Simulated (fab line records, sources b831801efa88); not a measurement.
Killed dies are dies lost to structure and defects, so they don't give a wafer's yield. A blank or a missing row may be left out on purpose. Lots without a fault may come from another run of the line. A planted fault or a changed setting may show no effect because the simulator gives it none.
Split-lot experiment | flow sky130 | 5 lots, 23 wafers read, on a route of 708 steps

THE SPLIT
At SKY_SONOS_TUNNEL_DEVELOP_06 (develop time 60 s), the setting develop_time_s was moved away from the recipe's 60 s on 9 of the 23 wafers read, by -9.1% to +10.8%. The other wafers ran this setting at the recipe's value.

The file shows no step between the split and the reading.

THE READING
cd_nm, in nm, at SKY_SONOS_TUNNEL_CD_MEAS_07 (target cd 410 nm). Fault-free wafers of this fab line usually give 410.2 nm, standard deviation 2 nm.

wafer  | tool, chamber at the split | develop_time_s as run, s | against the recipe | cd_nm, nm | against lot-mates on the recipe
L077.2 | litho_track-02, 0          | 60                       | recipe             | 408.8     | -
L077.3 | litho_track-02, 0          | 60                       | recipe             | 410.3     | -
L077.5 | litho_track-02, 0          | 60                       | recipe             | 409.4     | -
L080.1 | litho_track-01, 0          | 60                       | recipe             | 406.1     | -
L080.2 | litho_track-01, 0          | 60                       | recipe             | 409.4     | -
L080.3 | litho_track-01, 0          | 66.49                    | +10.8%             | 415.7     | +7.5
L080.5 | litho_track-01, 0          | 60                       | recipe             | 409.2     | -
L080.6 | litho_track-01, 0          | 66.49                    | +10.8%             | 414.9     | +6.7
L081.1 | litho_track-04, 0          | 60                       | recipe             | 413.3     | -
L081.2 | litho_track-04, 0          | 54.57                    | -9.1%              | 404.4     | -8.1
L081.3 | litho_track-04, 0          | 60                       | recipe             | 411.7     | -
L081.4 | litho_track-04, 0          | 54.57                    | -9.1%              | 404.4     | -8.1
L081.5 | litho_track-04, 0          | 54.57                    | -9.1%              | 404.3     | -8.2
L082.2 | litho_track-01, 0          | 60                       | recipe             | 413.2     | -
L082.3 | litho_track-01, 0          | 55.37                    | -7.7%              | 403.5     | -9.2
L082.4 | litho_track-01, 0          | 60                       | recipe             | 412.7     | -
L082.5 | litho_track-01, 0          | 60                       | recipe             | 412.3     | -
L082.6 | litho_track-01, 0          | 55.37                    | -7.7%              | 403.3     | -9.4
L084.1 | litho_track-01, 0          | 63.86                    | +6.4%              | 414.7     | +5.1
L084.2 | litho_track-01, 0          | 60                       | recipe             | 409.0     | -
L084.4 | litho_track-01, 0          | 60                       | recipe             | 410.3     | -
L084.5 | litho_track-01, 0          | 60                       | recipe             | 409.6     | -
L084.6 | litho_track-01, 0          | 63.86                    | +6.4%              | 414.6     | +5.0

THE FIT
A straight line over all 23 wafers: cd_nm changes by +0.63 nm for each +1% of develop_time_s; r = +0.89; the points scatter about the line by 1.8 nm.
The same after taking each lot's own level away (the mean of its wafers on the recipe; 23 wafers): +0.848 nm for each +1%; r = +0.97; scatter 1.2 nm.
On that fit, the largest move of develop_time_s shifts the reading by 9.2 nm.
The lots' own levels span 408.23 to 412.73 nm, that is 2.2 times the standard deviation above.
So the lot-to-lot level changes the slope: the two fits differ.
Check: with one of the wafers moved furthest among these (+10.8%) left out of the fit, the line predicts +9 nm for it against its lot-mates. It came out at +7.47 nm against them.

OTHER SPLITS ON THESE WAFERS
These wafers also went through other splits before the reading. Each is held against what the fit with the lots' levels taken away leaves over:
other split on the same wafers          | wafers away from the commonest value | r with cd_nm (lot level and that fit taken away)
SKY_VT_ADJUST_HVTR_IMPLANT_09 dose_cm2  | 5                                    | +0.10
SKY_VT_ADJUST_PCH_IMPLANT_08 energy_kev | 10                                   | -0.01

THE FILE'S OWN FIT
cd_nm changes by +0.847 nm for each +1% of develop_time_s, r = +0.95.
